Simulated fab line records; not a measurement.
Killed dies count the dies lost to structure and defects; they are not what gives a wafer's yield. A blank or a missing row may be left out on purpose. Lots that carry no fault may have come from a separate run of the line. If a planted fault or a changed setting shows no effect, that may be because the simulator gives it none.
Matching of chambers -- flow gf180mcu -- pecvd-03 running GF_PASSIVATION_CVD_02: 3 sister chambers
The step deposits Si3N4, target thk 700 nm, time 486.18 s. 27 wafers are shown with their chamber, then 12 later ones without.

== WAFERS PAIRED WITH THEIR CHAMBERS ==
wafer,chamber,heater-power-w (W)
L076.1,0,929
L076.2,1,779
L076.3,1,817
L076.4,0,974
L076.5,1,830
L076.6,0,784
L078.3,1,743
L078.4,2,644
L078.5,1,788
L079.1,0,878
L079.3,2,720
L079.5,0,943
L081.2,2,622
L081.4,0,916
L081.5,1,760
L082.1,0,914
L082.3,2,684
L082.6,2,729
L083.1,1,811
L083.3,0,818
L083.6,2,689
L087.3,0,822
L087.5,2,665
L087.6,0,861
L088.1,2,614
L088.4,2,658
L088.5,0,906

SIGNATURES (means of the wafers above)
reading,chamber 0,chamber 1,chamber 2,scatter within a chamber
heater-power-w,885.91,789.71,669.44,47.2
Rule: for each reading, subtract the chamber's mean from the wafer's reading, divide by that reading's scatter and square the result; add these up over the readings and take the root, which gives the wafer's distance from the chamber. If the next closest chamber is less than 2 further off than the closest, the wafer can't be placed; otherwise it belongs to the closest. The scatter: the root of (the sum of the squares of (reading less its chamber's mean) over the shown wafers, divided by (wafers less chambers)).

== WAFERS WITHOUT THEIR CHAMBER ==
wafer,heater-power-w (W)
L090.3,732
L090.5,663
L090.6,600
L092.1,716
L092.3,699
L092.6,871
L096.1,779
L096.2,861
L096.3,621
L096.4,805
L096.5,882
L096.6,678

== WHICH CHAMBER EACH ONE RAN IN ==
wafer,from the rows above,in truth
L090.3,can't be placed: 1 or 2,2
L090.5,2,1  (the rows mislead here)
L090.6,2,2
L092.1,can't be placed: 2 or 1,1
L092.3,can't be placed: 2 or 1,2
L092.6,can't be placed: 0 or 1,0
L096.1,1,1
L096.2,can't be placed: 0 or 1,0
L096.3,2,2
L096.4,can't be placed: 1 or 0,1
L096.5,can't be placed: 0 or 1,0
L096.6,2,2
4 of 12 placed correctly. Not placeable from these rows: 7 (in 7, the candidates include the true chamber). Placed wrongly: 1.
